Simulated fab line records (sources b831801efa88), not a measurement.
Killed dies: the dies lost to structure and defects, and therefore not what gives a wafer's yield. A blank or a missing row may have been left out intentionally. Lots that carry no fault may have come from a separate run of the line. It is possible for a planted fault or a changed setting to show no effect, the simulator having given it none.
Chamber matching    flow sky130    4 sister chambers for SKY_SONOS_ONO_ETCH_15 on rie diel-02
The step etches the open film in CHF3/O2, target depth 19.52 nm, time 7.8 s. 4 wafers are shown with their chamber, then 7 later ones without.

WAFERS, EACH WITH ITS CHAMBER
wafer   chamber  drypump motor current A (A)
L438.5  0        5.9
L444.5  2        6.4
L445.1  1        6.2
L445.3  3        4.8

WAFERS WITHOUT THEIR CHAMBER
wafer   drypump motor current A (A)
L445.6  6.3
L448.2  6.1
L448.3  4.8
L448.4  5.9
L449.1  4.8
L449.3  5.9
L449.6  6.1

EACH ONE'S CHAMBER
wafer   from the rows above      in truth
L445.6  can't be placed: 1 or 2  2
L448.2  can't be placed: 1 or 0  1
L448.3  3                        3
L448.4  0                        0
L449.1  3                        3
L449.3  0                        0
L449.6  can't be placed: 1 or 0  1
Correctly placed: 4 of 7. Not placeable from these rows: 3 (in 3, the candidates include the true chamber). 0 placed wrongly.
How it was worked out, from the rows above alone: a wafer's distance from a chamber is the root of the sum, over the readings, of the square of ((its reading less the chamber's mean) divided by the reading's scatter). The wafer belongs to the nearest chamber; if the next one is less than 2 further off, it can't be placed. For every chamber, the mean is computed from those of its wafers that are shown. The scatter (one wafer shown for each chamber): square how far every hidden wafer sits from the nearest shown wafer, average those squares and take the square root.
